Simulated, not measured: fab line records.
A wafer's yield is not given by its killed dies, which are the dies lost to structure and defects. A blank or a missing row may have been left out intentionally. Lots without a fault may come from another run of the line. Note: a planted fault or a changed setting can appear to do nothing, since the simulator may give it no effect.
Comparing a struck lot with a sound one -- flow gf180mcu -- 15 out of 602 route steps
Sound: wafers L283.2, L283.4, L283.6. Struck: wafers L279.2, L279.3, L279.6. Last of all comes the cause.
For every step that has rows: the tool of each side, followed by ch and its chambers, followed by its first start. Under that, the readings that differ: sound wafers -- struck wafers -- difference of the means -- sigmas: that difference in standard deviations of wafers without a fault.
alike: words and numbers the same on both sides, and readings whose means are apart by under 2 such deviations; not compared: readings that were withheld, readings missing a value for some wafer, numbers with overlapping values and no deviation given by the record, and bounds like >300 which may hide the same value.
A row with sigmas, a row that says differs or no value, or rows on one side alone: a step with any of these is where the two part. Non-overlapping numbers with no deviation appear without sigmas and do not part them. Lack of a reading on every wafer of one side parts them only where that side has two or more wafers.

first, 1 step without rows for these wafers: GF_MVSD_DEVELOP_06 (develop time 60 s).
GF_MVSD_OVL_MEAS_07:
  sound on overlay-02, day 8 12:58; struck on overlay-01, day 7 13:31
  alike: MVSD_OVL
then, 2 steps without rows for these wafers: GF_MVSD_IMPLANT_08; GF_MVSD_IMPLANT_09.
GF_MVSD_STRIP_10: strips in O2/N2.
  sound on plasma asher-03 ch 0,1, day 8 13:18; struck on plasma asher-04 ch 0, day 7 13:51
reading,sound,struck,difference,sigmas
drypump motor current A (A),5.4 4.9 4.9,6.1 6.1 6.1,+1.0,+2
  alike: heater power w, oes product au, strip time to endpoint s
  not compared: rf hours counter h
GF_MVSD_TW_MEAS_11:
  sound on film metro-04, day 8 13:25; struck on film metro-03, day 7 13:58
  alike: MVSD_TW
then, 6 steps without rows for these wafers: GF_MVPSD_DEHYDRATE_00 (time 60 s); GF_MVPSD_HMDS_01 (prime time 60 s); GF_MVPSD_COAT_02 (resist thk 3000 nm); GF_MVPSD_SOFTBAKE_03; GF_MVPSD_EXPOSE_04 (exposes mask MVPSD, target cd 1000 nm); GF_MVPSD_PEB_05.
GF_MVPSD_DEVELOP_06: develop time 60 s.
  sound on litho track-03 ch 0, day 9 06:00; struck on litho track-04 ch 0, day 8 05:00
  alike: developer temp C, resist line temp C
GF_MVPSD_OVL_MEAS_07:
  sound on overlay-02, day 9 06:28; struck on overlay-02, day 8 06:07
reading,sound,struck,difference,sigmas
MVPSD_OVL (nm),-1.1 0.6 -0.3,- - -,no value on the struck wafers,
then, 1 step without rows for these wafers: GF_MVPSD_IMPLANT_08.

== WHERE THEY PART ==
First at GF_MVSD_STRIP_10; last, within this record, at GF_MVPSD_OVL_MEAS_07.

WHY: what had been put in by the simulator
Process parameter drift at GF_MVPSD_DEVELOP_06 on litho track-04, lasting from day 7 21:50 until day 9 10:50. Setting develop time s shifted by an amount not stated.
